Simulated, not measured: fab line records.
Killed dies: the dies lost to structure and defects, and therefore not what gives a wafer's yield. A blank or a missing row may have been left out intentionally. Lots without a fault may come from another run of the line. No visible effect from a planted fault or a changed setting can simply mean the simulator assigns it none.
Chamber matching -- flow sky130 -- SKY_CONTACT_CMP_04 on cmp-02: 4 sister chambers
The step polishes SiO2. 24 wafers are shown with their chamber, then 12 later ones without.

WAFERS, EACH WITH ITS CHAMBER
wafer,chamber,motor_current_A (A),time_to_endpoint_s (s),head_pressure_psi (psi)
L077.4,1,11.2,76,3.989
L077.5,0,13.2,78,3.989
L077.6,3,13.1,83,4.006
L079.4,3,13.3,88,4.009
L079.5,3,13.7,90,4.016
L079.6,0,13.1,87,4.004
L083.1,3,13.3,84,3.998
L083.3,1,11.2,82,4.005
L083.5,3,13.8,86,3.991
L086.1,1,11.0,85,4.000
L086.3,0,13.0,84,3.986
L086.6,3,13.2,86,4.004
L087.2,3,13.6,82,3.996
L087.4,2,12.0,82,4.001
L087.6,1,11.5,78,3.999
L088.2,3,13.1,80,3.984
L088.3,0,13.7,77,4.005
L088.6,3,13.3,82,3.991
L089.2,1,11.3,81,3.998
L089.5,2,12.2,84,4.000
L089.6,1,11.2,79,4.001
L090.2,1,10.8,81,4.006
L090.3,2,12.3,88,4.007
L090.4,3,13.2,89,3.994

SIGNATURES (averages over the wafers above)
reading,chamber 0,chamber 1,chamber 2,chamber 3,scatter within a chamber
motor_current_A,13.250,11.171,12.167,13.360,0.244
time_to_endpoint_s,81.50,80.29,84.67,85.00,3.46
head_pressure_psi,3.99600,3.99971,4.00267,3.99890,0.00825
Rule: distance of a wafer from a chamber = root of the sum over the readings of ((wafer's reading minus chamber's mean) / reading's scatter) squared. The wafer belongs to the nearest chamber; if the next one is less than 2 further off, it can't be placed. How the scatter is found: for the shown wafers, subtract from each reading the mean of its chamber, square and add these, divide the total by (wafers less chambers), then take the root.

WAFERS WITH NO CHAMBER GIVEN
wafer,motor_current_A (A),time_to_endpoint_s (s),head_pressure_psi (psi)
L091.2,13.2,83,3.989
L091.3,13.5,79,3.986
L091.5,10.7,79,4.020
L092.2,13.3,79,3.998
L092.4,11.5,80,4.003
L092.5,10.9,80,4.003
L094.1,13.1,88,4.007
L094.2,13.8,83,3.996
L094.3,11.8,87,4.004
L095.1,13.3,90,4.004
L095.5,11.9,86,3.997
L095.6,11.9,85,3.988

WHICH CHAMBER EACH ONE RAN IN
wafer,from the rows above,in truth
L091.2,can't be placed: 0 or 3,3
L091.3,can't be placed: 0 or 3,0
L091.5,1,1
L092.2,can't be placed: 0 or 3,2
L092.4,can't be placed: 1 or 2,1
L092.5,1,1
L094.1,can't be placed: 3 or 0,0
L094.2,can't be placed: 3 or 0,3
L094.3,can't be placed: 2 or 1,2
L095.1,can't be placed: 3 or 0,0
L095.5,2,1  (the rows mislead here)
L095.6,can't be placed: 2 or 1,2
2 of 12 placed correctly. From these rows, 9 cannot be placed; in 8 the true chamber is one of the candidates. Wrongly placed: 1.
